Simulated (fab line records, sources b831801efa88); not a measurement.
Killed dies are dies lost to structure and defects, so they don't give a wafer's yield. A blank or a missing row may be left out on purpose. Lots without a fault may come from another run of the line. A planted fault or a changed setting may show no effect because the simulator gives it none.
Tool commonality check | flow sky130 | 13 lots, 39 wafers sampled

WHY IT WAS OPENED
At SKY_RES_XHIGH_TW_MEAS_09 the reading RES_XHIGH_TW is flagged on 1 of 13 lots. Wafers without a fault read 1636, standard deviation 9.7.
Rule: a lot is flagged when every wafer of it that has a number lies more than 4 standard deviations from that mean, or none has a number. The other lots count as sound.

lot  | measured     | on            | RES_XHIGH_TW, wafer by wafer | flag
L486 | day 26 05:37 | film_metro-01 | 1640 1641 1639               |
L487 | day 26 23:08 | film_metro-04 | 1628 1634 1635               |
L488 | day 27 02:44 | film_metro-02 | 1635 1631 1632               |
L489 | day 27 10:39 | film_metro-02 | 1631 1641 1639               |
L491 | day 28 07:10 | film_metro-02 | 30 30 30                     | FLAGGED
L499 | day 31 06:19 | film_metro-01 | 1638 1635 1654               |
L500 | day 31 14:10 | film_metro-04 | 1621 1620 1619               |
L502 | day 31 22:54 | film_metro-04 | 1620 1618 1625               |
L503 | day 32 06:37 | film_metro-04 | 1626 1635 1623               |
L504 | day 32 18:58 | film_metro-01 | 1653 1664 1649               |
L505 | day 32 21:30 | film_metro-02 | 1636 1644 1642               |
L507 | day 33 13:01 | film_metro-04 | 1644 1624 1627               |
L508 | day 33 17:07 | film_metro-02 | 1637 1642 1636               |
The numbers of the flagged lots are 30 on average: -1606 against the usual, or -99 or more standard deviations.

WHICH TOOL RAN EACH LOT
The record holds 3 process steps before the reading, out of a route of 708 steps. In each cell: the tool, then ch and the chambers that the sampled wafers went through, then the start.
lot  | flag    | SKY_POLY_CUT_ETCH_10               | SKY_POLY_CUT_ETCH_11               | SKY_RES_XHIGH_EXPOSE_04
L486 |         | rie_diel-01 ch 0,1,2, day 23 18:25 | rie_diel-01 ch 0,1,2, day 23 18:27 | iline_stepper-02 ch 0, day 25 15:09
L487 |         | rie_diel-01 ch 0,1,2, day 24 12:29 | rie_diel-01 ch 0,1,2, day 24 12:32 | iline_stepper-01 ch 0, day 26 09:03
L488 |         | rie_diel-04 ch 0,1,2, day 24 16:56 | rie_diel-04 ch 0,1,2, day 24 16:59 | iline_stepper-02 ch 0, day 26 12:46
L489 |         | rie_diel-04 ch 0,2,3, day 25 00:41 | rie_diel-04 ch 0,2,3, day 25 00:44 | iline_stepper-01 ch 0, day 26 20:24
L491 | FLAGGED | rie_diel-01 ch 0,1,2, day 25 22:22 | rie_diel-01 ch 0,1,2, day 25 22:24 | iline_stepper-01 ch 0, day 27 17:07
L499 |         | rie_diel-04 ch 0,3, day 28 20:58   | rie_diel-04 ch 0,3, day 28 21:00   | iline_stepper-01 ch 0, day 30 16:39
L500 |         | rie_diel-01 ch 0,3, day 29 05:52   | rie_diel-01 ch 0,3, day 29 05:54   | iline_stepper-01 ch 0, day 31 00:22
L502 |         | rie_diel-01 ch 0,3, day 29 15:04   | rie_diel-01 ch 0,3, day 29 15:06   | iline_stepper-01 ch 0, day 31 09:12
L503 |         | rie_diel-04 ch 0,1, day 30 00:04   | rie_diel-04 ch 0,1, day 30 00:06   | iline_stepper-01 ch 0, day 31 17:10
L504 |         | rie_diel-04 ch 1,2,3, day 30 11:46 | rie_diel-04 ch 1,2,3, day 30 11:48 | iline_stepper-02 ch 0, day 32 05:42
L505 |         | rie_diel-02 ch 0,2,3, day 30 14:07 | rie_diel-02 ch 0,2,3, day 30 14:09 | iline_stepper-02 ch 0, day 32 07:57
L507 |         | rie_diel-02 ch 1,3, day 31 06:16   | rie_diel-02 ch 1,3, day 31 06:18   | iline_stepper-02 ch 0, day 32 23:27
L508 |         | rie_diel-01 ch 0,1,2, day 31 09:11 | rie_diel-01 ch 0,1,2, day 31 09:14 | iline_stepper-01 ch 0, day 33 03:50
What these steps do:
- SKY_POLY_CUT_ETCH_10: etches BARC in N2/H2, stops on SiO2, time 45.9 s, target depth 60 nm.
- SKY_POLY_CUT_ETCH_11: etches Si3N4 in CF4/CH2F2/Ar, stops on poly-Si, time 42.5 s, target depth 60 nm.
- SKY_RES_XHIGH_EXPOSE_04: exposes mask URPM, target cd 1270 nm.
- SKY_RES_XHIGH_TW_MEAS_09

FLAGGED OVER TOTAL, TOOL BY TOOL (the gauges that took the reading come last)
step                     | tool             | lots run | flagged | share of the flagged lots | sound lots run after its first flagged lot
SKY_POLY_CUT_ETCH_10     | rie_diel-01      | 6        | 1       | all                       | 3 (L500,L502,L508)
SKY_POLY_CUT_ETCH_10     | rie_diel-02      | 2        | 0       | none                      | -
SKY_POLY_CUT_ETCH_10     | rie_diel-04      | 5        | 0       | none                      | -
SKY_POLY_CUT_ETCH_11     | rie_diel-01      | 6        | 1       | all                       | 3 (L500,L502,L508)
SKY_POLY_CUT_ETCH_11     | rie_diel-02      | 2        | 0       | none                      | -
SKY_POLY_CUT_ETCH_11     | rie_diel-04      | 5        | 0       | none                      | -
SKY_RES_XHIGH_EXPOSE_04  | iline_stepper-01 | 8        | 1       | all                       | 5 (L499,L500,L502,L503,L508)
SKY_RES_XHIGH_EXPOSE_04  | iline_stepper-02 | 5        | 0       | none                      | -
SKY_RES_XHIGH_TW_MEAS_09 | film_metro-01    | 3        | 0       | none                      | -
SKY_RES_XHIGH_TW_MEAS_09 | film_metro-02    | 5        | 1       | all                       | 2 (L505,L508)
SKY_RES_XHIGH_TW_MEAS_09 | film_metro-04    | 5        | 0       | none                      | -

WHAT THE TABLE ALLOWS
4 rows of the table ran every flagged lot: rie_diel-01 at SKY_POLY_CUT_ETCH_10, rie_diel-01 at SKY_POLY_CUT_ETCH_11, iline_stepper-01 at SKY_RES_XHIGH_EXPOSE_04, film_metro-02 at SKY_RES_XHIGH_TW_MEAS_09.
- rie_diel-01 at SKY_POLY_CUT_ETCH_10: 1 of its 6 lots flagged. Sound lots ran on it after the first flagged one (L500, L502, L508), which a lasting fault on the whole tool wouldn't allow.
- rie_diel-01 at SKY_POLY_CUT_ETCH_11: 1 of its 6 lots flagged. Sound lots ran on it after the first flagged one (L500, L502, L508), which a lasting fault on the whole tool wouldn't allow.
- iline_stepper-01 at SKY_RES_XHIGH_EXPOSE_04: 1 of its 8 lots flagged. Sound lots ran on it after the first flagged one (L499, L500, L502, L503, L508), which a lasting fault on the whole tool wouldn't allow.
- film_metro-02 at SKY_RES_XHIGH_TW_MEAS_09: 1 of its 5 lots flagged. Sound lots ran on it after the first flagged one (L505, L508), which a lasting fault on the whole tool wouldn't allow.
No row of the table ran every flagged lot and no sound lot after the first.

WHAT THE SIMULATOR HAD PUT IN
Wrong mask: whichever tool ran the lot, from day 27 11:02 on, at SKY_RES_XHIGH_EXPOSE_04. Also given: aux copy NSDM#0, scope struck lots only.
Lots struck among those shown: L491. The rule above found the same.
